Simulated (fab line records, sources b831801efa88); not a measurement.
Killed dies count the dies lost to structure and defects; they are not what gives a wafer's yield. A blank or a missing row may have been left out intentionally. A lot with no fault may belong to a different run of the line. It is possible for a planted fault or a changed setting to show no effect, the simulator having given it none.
What tool caused it? | flow sky130 | Sampling: 12 lots, 36 wafers, 4 of 708 route steps

## WHAT EACH GAUGE READ, for each wafer
SKY_METAL1_THK_MEAS_06: measures by xrf.
lot  | measured     | on            | METAL1_ALCU_THK (nm)
L150 | day 31 21:39 | film_metro-03 | 247 256 251
L152 | day 33 08:14 | film_metro-01 | 255 260 253
L153 | day 33 14:26 | film_metro-03 | 245 244 244
L155 | day 34 01:02 | film_metro-03 | 249 248 250
L154 | day 34 02:07 | film_metro-03 | 247 250 250
L156 | day 34 05:00 | film_metro-02 | 247 246 246
L157 | day 34 10:33 | film_metro-02 | 242 244 241
L159 | day 35 12:12 | film_metro-03 | 249 246 248
L161 | day 35 13:56 | film_metro-03 | 248 247 246
L168 | day 37 15:44 | film_metro-01 | 250 249 253
L171 | day 39 04:15 | film_metro-02 | 242 245 245
L172 | day 39 04:55 | film_metro-01 | 253 251 255

SKY_VIA1_THK_MEAS_01.
lot  | measured     | on            | VIA1_HDPCVD_THK (nm)
L150 | day 33 01:52 | film_metro-02 | 1055 1030 1020
L152 | day 34 12:27 | film_metro-01 | 1037 1051 1032
L153 | day 34 18:02 | film_metro-02 | 1009 1020 1035
L155 | day 35 05:02 | film_metro-04 | 1028 1009 1029
L154 | day 35 06:11 | film_metro-02 | 1051 1017 1017
L156 | day 35 07:45 | film_metro-01 | 1027 1023 1011
L157 | day 35 14:19 | film_metro-04 | 995 1023 1012
L159 | day 36 16:10 | film_metro-04 | 1020 1052 1016
L161 | day 36 17:43 | film_metro-04 | 1012 1008 1015
L168 | day 38 18:17 | film_metro-02 | 1033 1017 1042
L171 | day 40 05:28 | film_metro-01 | 1464 1485 1469
L172 | day 40 06:55 | film_metro-02 | 1499 1477 1483

## WHAT TOOL EACH LOT RAN ON (gives the tool, then ch and the chambers of the sampled wafers, and finally the start)
lot  | SKY_METAL1_SPUTTER_02        | SKY_VIA1_HDPCVD_00
L150 | pvd_sputter-02, day 31 21:26 | hdpcvd-02 ch 0,1,2, day 33 01:44
L152 | pvd_sputter-02, day 33 08:01 | hdpcvd-01 ch 0,1, day 34 12:16
L153 | pvd_sputter-04, day 33 14:13 | hdpcvd-01 ch 0,1, day 34 17:54
L155 | pvd_sputter-03, day 34 00:50 | hdpcvd-01 ch 1,2, day 35 04:56
L154 | pvd_sputter-04, day 34 01:53 | hdpcvd-01 ch 0,2, day 35 06:04
L156 | pvd_sputter-04, day 34 04:47 | hdpcvd-02 ch 0,1,2, day 35 07:38
L157 | pvd_sputter-03, day 34 10:20 | hdpcvd-02 ch 0,1, day 35 14:09
L159 | pvd_sputter-04, day 35 11:59 | hdpcvd-02 ch 0,1,2, day 36 16:02
L161 | pvd_sputter-03, day 35 13:44 | hdpcvd-02 ch 0,1, day 36 17:36
L168 | pvd_sputter-02, day 37 15:30 | hdpcvd-02 ch 0,1,2, day 38 18:09
L171 | pvd_sputter-04, day 39 04:02 | hdpcvd-01 ch 0,2, day 40 05:21
L172 | pvd_sputter-02, day 39 04:41 | hdpcvd-01 ch 0,2, day 40 06:49
- SKY_METAL1_SPUTTER_02: material AlCu, target thk 250 nm, time 13.3 s.
- SKY_VIA1_HDPCVD_00: deposits SiO2, target thk 1030 nm, time 171.7 s.

## WHAT THE TOOLS THEMSELVES READ (means of the sampled wafers that have a number; where no wafer has one, the mark that the record gives instead)
SKY_METAL1_SPUTTER_02.
lot  | tool           | throttle_valve_pct (%)
L150 | pvd_sputter-02 | 29.4
L152 | pvd_sputter-02 | 30.3
L153 | pvd_sputter-04 | 31.2
L155 | pvd_sputter-03 | 29.6
L154 | pvd_sputter-04 | 31.2
L156 | pvd_sputter-04 | 31.8
L157 | pvd_sputter-03 | 29.7
L159 | pvd_sputter-04 | 31.1
L161 | pvd_sputter-03 | 29.7
L168 | pvd_sputter-02 | 30.4
L171 | pvd_sputter-04 | 31.6
L172 | pvd_sputter-02 | 29.6

## THE ANSWER, worked out from the rows above alone
Rule: what is usual is taken from the lots themselves. Put in order of their means at a reading, lots are off if they are a third of the lots or fewer, leave a main group of 4 or more, and stand apart from it by a gap of 3 or more times the standard deviation of the main group's means; of several such gaps the widest counts. A main group is skipped when, at the precision printed for the reading in the tables above, its means are all equal. A lot without any number at a reading at which 4 lots or more have one is off too. All remaining lots with rows at the step are treated as sound. The gauges are gone through in route order, then the tools' own readings, and for those a lot's mean is taken as printed above. The first step at which some lot is off is used, and at that step the reading that is off furthest; a lot without a number counts as furthest.
Off: L171, L172, seen at SKY_VIA1_THK_MEAS_01 (VIA1_HDPCVD_THK). The main group has a mean of 1025 nm with a standard deviation of 9.1.
If a tool, at a process step before that reading, ran all the lots that are off and no sound lot after the first of them, it fits. The gauges at SKY_VIA1_THK_MEAS_01 are tried like those tools. One fits: hdpcvd-01 at SKY_VIA1_HDPCVD_00. A fault onset in the window from L154 (day 35 06:04, its last sound lot) to L171 (day 40 05:21, its first lot off) fits.

## WHAT THE SIMULATOR HAD PUT IN
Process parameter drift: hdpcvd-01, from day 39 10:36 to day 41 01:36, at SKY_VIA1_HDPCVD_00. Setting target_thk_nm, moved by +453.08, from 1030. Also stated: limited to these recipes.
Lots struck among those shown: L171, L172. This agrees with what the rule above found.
